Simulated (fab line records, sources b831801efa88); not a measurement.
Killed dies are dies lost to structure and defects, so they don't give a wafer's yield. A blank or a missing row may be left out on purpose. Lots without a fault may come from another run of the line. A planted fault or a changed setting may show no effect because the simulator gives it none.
fab line records | flow gf180mcu
record lots=11 wafers=33 last_day=33
route steps=602 shown V2@404 M3@411 V3@452 M4@456
lots that met no fault: from a run of the same line without faults
start_h: hours from the record's first day to the start of the lot's first wafer shown | wait_h: hours since the lot's step before | " the same as in the row above | L1.1+2: a row that stands for several wafers | - no value, or no start given | * or withheld: withheld | < > ~ a bound
route shown NAME@n: a module of which the file shows steps, and the number in the route of the first | usual: mean/standard deviation of fault-free wafers | same: alike in all rows | chamber/n: place in a boat | sites: the reading at each site | _std_site: their standard deviation | _edge_site: outer sites' mean less inner sites' | radius_mm: how far each site lies from the wafer's centre | mask NAME#n: copy n | behind: the tool/chamber that last shaped the wafer | hold: why the lot was held/for how many hours/how that ended | device: the transistor (n, p or np) that didn't switch | end of line: the same wafers' tests at the end of the route | a step without rows: its recipe alone | killed: dies lost to structure and defects at the first sort, not the wafer's yield | map: a wafer's dies, x killed, . not, _ none there
set.NAME: the setting as run; set.NAME@STEP: as run at that earlier step | model.NAME: the simulator's own value behind a step, which no gauge read
steps of the route over a sample of lots; a table a step, a row a wafer
services: from which hour (start_h, from the record's first day; less than 0 if before it) a tool's chamber was out of use, for how many hours, and why
## steps
# step GF_V2_SPUTTER_22
# recipe material=TiN target_thk_nm=10 chamber_pressure_pa=5 power_w=4000 time_s=40
# usual throttle_valve_pct=30.1/0.91
# columns lot.wafer tool chamber start_h wait_h throttle_valve_pct
L517.1 pvd_sputter-02 - 463.62 0.0 30.4
L517.5 " - " " 29.6
L517.6 " - " " 29.9
L520.3 pvd_sputter-04 - 497.09 0.0 29.4
L520.5 " - " " 29.0
L520.6 " - " " 32.0
L524.1 pvd_sputter-02 - 529.92 0.0 29.9
L524.3 " - " " 29.8
L524.6 " - " " 30.0
L525.1 pvd_sputter-01 - 536.47 0.0 29.8
L525.4 " - " " 31.0
L525.6 " - " " 30.7
L526.2 pvd_sputter-04 - 547.95 0.0 29.6
L526.3 " - " " 32.0
L526.6 " - " " 29.4
L527.1 pvd_sputter-04 - 554.74 0.0 29.3
L527.5 " - " " 31.9
L527.6 " - " " 29.9
L528.1 pvd_sputter-04 - 572.21 0.0 29.5
L528.3 " - " " 32.3
L528.6 " - " " 28.8
L532.2 pvd_sputter-04 - 595.65 0.0 28.9
L532.3 " - " " 29.8
L532.5 " - " " 28.7
L533.4 pvd_sputter-02 - 598.50 0.0 30.0
L533.5 " - " " 30.5
L533.6 " - " " 28.9
L536.3 pvd_sputter-04 - 627.79 0.0 29.8
L536.5 " - " " 28.6
L536.6 " - " " 32.0
L537.2 pvd_sputter-01 - 630.94 0.0 30.9
L537.3 " - " " 30.3
L537.5 " - " " 30.0
# step GF_M3_SPUTTER_02
# recipe material=AlCu target_thk_nm=450 power_w=10600 time_s=23.9 chamber_pressure_pa=0.4
# usual throttle_valve_pct=29.9/1
# columns lot.wafer tool chamber start_h wait_h throttle_valve_pct
L517.1 pvd_sputter-04 - 464.38 0.0 28.7
L517.5 " - " " 29.9
L517.6 " - " " 29.3
L520.3 pvd_sputter-02 - 497.85 0.0 30.3
L520.5 " - " " 29.9
L520.6 " - " " 28.8
L524.1 pvd_sputter-04 - 530.68 0.0 29.9
L524.3 " - " " 29.5
L524.6 " - " " 32.2
L525.1 pvd_sputter-04 - 537.23 0.0 29.8
L525.4 " - " " 29.4
L525.6 " - " " 29.6
L526.2 pvd_sputter-02 - 548.72 0.0 29.0
L526.3 " - " " 29.8
L526.6 " - " " 30.5
L527.1 pvd_sputter-03 - 555.50 0.0 30.4
L527.5 " - " " 29.4
L527.6 " - " " 30.9
L528.1 pvd_sputter-03 - 573.13 0.0 30.6
L528.3 " - " " 30.7
L528.6 " - " " 30.7
L532.2 pvd_sputter-03 - 596.41 0.0 28.9
L532.3 " - " " 30.6
L532.5 " - " " 30.8
L533.4 pvd_sputter-03 - 599.26 0.0 29.1
L533.5 " - " " 29.3
L533.6 " - " " 30.7
L536.3 pvd_sputter-03 - 628.57 0.0 30.4
L536.5 " - " " 28.9
L536.6 " - " " 30.4
L537.2 pvd_sputter-02 - 631.70 0.0 30.7
L537.3 " - " " 29.9
L537.5 " - " " 29.9
# step GF_V3_CVD_23
# recipe material=W target_thk_nm=350 time_s=104.9 temp_c=400 pressure_torr=40
# usual heater_power_w=843/85 susceptor_temp_C=399.99/0.22
# columns lot.wafer tool chamber start_h wait_h heater_power_w susceptor_temp_C
L517.1 cvd_w-02 1 514.48 0.0 771 400.20
L517.5 " 1 " " 774 400.22
L517.6 " 0 " " 792 400.32
L520.3 cvd_w-02 1 546.72 0.1 785 399.87
L520.5 " 0 " " 798 399.91
L520.6 " 1 " " 769 399.80
L524.1 cvd_w-02 1 576.09 0.0 777 400.35
L524.3 " 1 " " 770 400.32
L524.6 " 0 " " 803 400.15
L525.1 cvd_w-02 0 584.13 0.0 803 399.63
L525.4 " 0 " " 794 399.69
L525.6 " 0 " " 801 399.65
L526.2 cvd_w-02 0 595.34 0.0 798 400.06
L526.3 " 0 " " 795 400.02
L526.6 " 1 " " 778 399.98
L527.1 cvd_w-01 0 600.77 0.0 1005 400.64
L527.5 " 1 " " 799 400.18
L527.6 " 0 " " 971 400.14
L528.1 cvd_w-02 0 617.53 0.0 798 399.55
L528.3 " 0 " " 807 399.74
L528.6 " 1 " " 773 400.05
L532.2 cvd_w-01 1 640.26 0.0 803 399.97
L532.3 " 0 " " 998 399.90
L532.5 " 0 " " 977 399.76
L533.4 cvd_w-01 1 642.98 0.1 835 399.82
L533.5 " 0 " " 1008 399.83
L533.6 " 1 " " 835 400.07
L536.3 cvd_w-02 1 669.47 0.1 838 411.15
L536.5 " 1 " " 826 411.11
L536.6 " 0 " " 872 410.70
L537.2 cvd_w-02 1 672.98 0.0 831 411.19
L537.3 " 1 " " 846 411.18
L537.5 " 0 " " 849 411.33
# step GF_V3_RS_MEAS_24
# recipe thk_meas_gauge=four-point-probe reads=W_of_V3_CVD_23+TiN_of_V3_SPUTTER_22+Ti_of_V3_SPUTTER_21
# usual V3_W_RS=0.327/0.0035
# columns lot.wafer tool chamber start_h wait_h V3_W_RS[ohm/sq]
L517.1 film_metro-02 - 514.60 0.1 0.329
L517.5 " - " " 0.325
L517.6 " - " " 0.335
L520.3 film_metro-04 - 546.84 0.1 0.324
L520.5 " - " " 0.331
L520.6 " - " " 0.322
L524.1 film_metro-03 - 576.20 0.1 0.327
L524.3 " - " " 0.327
L524.6 " - " " 0.325
L525.1 film_metro-04 - 584.24 0.1 0.333
L525.4 " - " " 0.330
L525.6 " - " " 0.328
L526.2 film_metro-04 - 595.47 0.1 0.326
L526.3 " - " " 0.330
L526.6 " - " " 0.325
L527.1 film_metro-04 - 600.88 0.1 0.324
L527.5 " - " " 0.325
L527.6 " - " " 0.325
L528.1 film_metro-02 - 617.64 0.1 0.324
L528.3 " - " " 0.323
L528.6 " - " " 0.322
L532.2 film_metro-02 - 640.40 0.1 0.327
L532.3 " - " " 0.331
L532.5 " - " " 0.330
L533.4 film_metro-02 - 643.12 0.1 0.322
L533.5 " - " " 0.331
L533.6 " - " " 0.328
L536.3 film_metro-02 - 669.58 0.1 0.266
L536.5 " - " " 0.265
L536.6 " - " " 0.268
L537.2 film_metro-03 - 673.12 0.1 0.267
L537.3 " - " " 0.267
L537.5 " - " " 0.272
# step GF_V3_THK_MEAS_25
# recipe thk_meas_gauge=xrf reads=W_of_V3_CVD_23
# usual V3_W_THK=347/5.4
# columns lot.wafer tool chamber start_h wait_h V3_W_THK[nm]
L517.1 film_metro-02 - 514.72 0.1 347
L517.5 " - " " 352
L517.6 " - " " 341
L520.3 film_metro-04 - 546.94 0.1 351
L520.5 " - " " 343
L520.6 " - " " 354
L524.1 film_metro-03 - 576.32 0.1 344
L524.3 " - " " 343
L524.6 " - " " 345
L525.1 film_metro-04 - 584.36 0.1 337
L525.4 " - " " 340
L525.6 " - " " 342
L526.2 film_metro-04 - 595.58 0.1 345
L526.3 " - " " 340
L526.6 " - " " 344
L527.1 film_metro-04 - 601.00 0.1 343
L527.5 " - " " 342
L527.6 " - " " 341
L528.1 film_metro-02 - 617.76 0.1 355
L528.3 " - " " 356
L528.6 " - " " 357
L532.2 film_metro-02 - 640.51 0.1 350
L532.3 " - " " 346
L532.5 " - " " 348
L533.4 film_metro-02 - 643.21 0.1 357
L533.5 " - " " 347
L533.6 " - " " 351
L536.3 film_metro-02 - 669.68 0.1 429
L536.5 " - " " 432
L536.6 " - " " 428
L537.2 film_metro-03 - 673.23 0.1 411
L537.3 " - " " 409
L537.5 " - " " 406
# step GF_V3_CMP_26
# recipe stop_on=SiO2 down_force_psi=3.5 platen_rpm=60 t_overpolish_s=15 target_thk_nm=0 pad_velocity_m_s=0.94248
# usual motor_current_A=10.1/1.4 time_to_endpoint_s=86/3.7
# columns lot.wafer tool chamber start_h wait_h motor_current_A time_to_endpoint_s
L517.1 cmp-02 3 514.83 0.1 11.9 86
L517.6 " 2 " " 9.6 82
L517.5 " 3 " " 12.0 87
L520.3 cmp-01 1 547.08 0.1 10.7 88
L520.6 " 3 " " 10.5 83
L520.5 " 0 " " 10.1 91
L524.1 cmp-02 1 576.42 0.1 12.2 92
L524.3 " 3 " " 11.9 90
L524.6 " 2 " " 9.7 88
L525.4 cmp-02 3 584.47 0.1 11.8 78
L525.1 " 1 " " 12.0 83
L525.6 " 2 " " 9.6 79
L526.3 cmp-01 2 595.63 0.0 8.6 84
L526.2 " 3 " " 10.6 79
L526.6 " 3 " " 11.3 80
L527.1 cmp-01 3 601.11 0.1 10.7 77
L527.5 " 2 " " 8.7 85
L527.6 " 3 " " 10.4 79
L528.3 cmp-02 2 617.92 0.1 9.4 81
L528.1 " 3 " " 12.2 81
L528.6 " 1 " " 11.2 87
L532.2 cmp-01 1 640.66 0.1 10.5 89
L532.3 " 2 " " 8.2 90
L532.5 " 0 " " 10.0 87
L533.4 cmp-02 0 643.29 0.1 7.4 87
L533.6 " 3 " " 11.6 82
L533.5 " 0 " " 7.9 85
L536.3 cmp-02 3 669.82 0.1 11.8 105
L536.6 " 1 " " 11.1 109
L536.5 " 2 " " 9.7 108
L537.3 cmp-02 2 673.28 0.0 9.4 98
L537.2 " 3 " " 11.8 105
L537.5 " 2 " " 9.7 103
# step GF_M4_SPUTTER_00
# recipe material=Ti target_thk_nm=37.5 arriving_ion_energy_ev=80 substrate_temp_c=200 chamber_pressure_pa=2 power_w=4000 time_s=150
# usual throttle_valve_pct=30.0/0.74
# columns lot.wafer tool chamber start_h wait_h throttle_valve_pct
L517.1 pvd_sputter-03 - 515.08 0.2 28.7
L517.5 " - " " 30.4
L517.6 " - " " 29.1
L520.3 pvd_sputter-03 - 547.28 0.1 30.4
L520.5 " - " " 28.8
L520.6 " - " " 30.8
L524.1 pvd_sputter-02 - 576.72 0.2 30.4
L524.3 " - " " 30.0
L524.6 " - " " 30.5
L525.1 pvd_sputter-01 - 584.72 0.1 30.0
L525.4 " - " " 29.5
L525.6 " - " " 31.0
L526.2 pvd_sputter-02 - 595.93 0.2 30.0
L526.3 " - " " 28.8
L526.6 " - " " 29.5
L527.1 pvd_sputter-03 - 601.36 0.2 30.9
L527.5 " - " " 30.4
L527.6 " - " " 30.8
L528.1 pvd_sputter-03 - 618.12 0.1 30.7
L528.3 " - " " 30.4
L528.6 " - " " 30.6
L532.2 pvd_sputter-03 - 640.86 0.1 30.6
L532.3 " - " " 30.4
L532.5 " - " " 30.3
L533.4 pvd_sputter-03 - 643.54 0.2 30.7
L533.5 " - " " 29.2
L533.6 " - " " 30.4
L536.3 pvd_sputter-02 - 670.02 0.1 30.0
L536.5 " - " " 30.1
L536.6 " - " " 29.7
L537.2 pvd_sputter-01 - 673.58 0.2 31.1
L537.3 " - " " 29.9
L537.5 " - " " 30.1
## services
# columns tool chamber start_h hours kind
cvd_w-02 0 442.12 3.4 repair
pvd_sputter-02 0 444.66 - consumable_replace:kit
pvd_sputter-02 0 444.66 18.0 scheduled_down
cmp-01 - 488.07 17.2 pm
pvd_sputter-03 2 507.24 - consumable_replace:kit
pvd_sputter-03 2 507.24 18.0 scheduled_down
pvd_sputter-03 2 507.24 18.0 vent_cycle
pvd_sputter-02 - 511.22 4.6 repair
cmp-02 - 517.59 6.2 pm
cvd_w-02 - 527.26 2.8 pm
pvd_sputter-02 - 531.26 12.1 repair
cmp-01 - 533.81 3.7 repair
cmp-02 - 539.75 2.1 repair
pvd_sputter-03 - 567.17 1.8 repair
cmp-02 - 572.00 4.0 pm
cvd_w-01 - 575.01 14.6 pm
cmp-01 - 576.16 9.6 pm
pvd_sputter-02 - 589.69 4.6 repair
cmp-02 - 618.36 3.7 pm
cvd_w-01 1 628.52 1.4 repair
pvd_sputter-03 1 653.93 - consumable_replace:kit
pvd_sputter-03 1 653.93 18.0 scheduled_down
pvd_sputter-03 1 653.93 18.0 vent_cycle
cmp-02 - 666.99 0.9 repair
## key
first_sign step=GF_V3_CVD_23 reading=susceptor_temp_C direction=up sigmas=50 usual=* struck=*
effect step=GF_V3_RS_MEAS_24 reading=V3_W_RS direction=down sigmas=17 usual=0.327 struck=0.267
effect step=GF_V3_THK_MEAS_25 reading=V3_W_THK direction=up sigmas=13 usual=347 struck=419
effect step=GF_V3_CMP_26 reading=time_to_endpoint_s direction=up sigmas=5.2 usual=* struck=*
met_at GF_V3_CVD_23
struck_lots L536,L537
not_acting_at GF_V2_SPUTTER_22,GF_M3_SPUTTER_02,GF_M4_SPUTTER_00
onset_between 617.53 669.47
fault kind=process_parameter_drift tool=cvd_w-02 chamber=- onset_h=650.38 steps=GF_V3_CVD_23 channel=temp_c offset=* shape=step end_h=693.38 acts_in=* stated=*
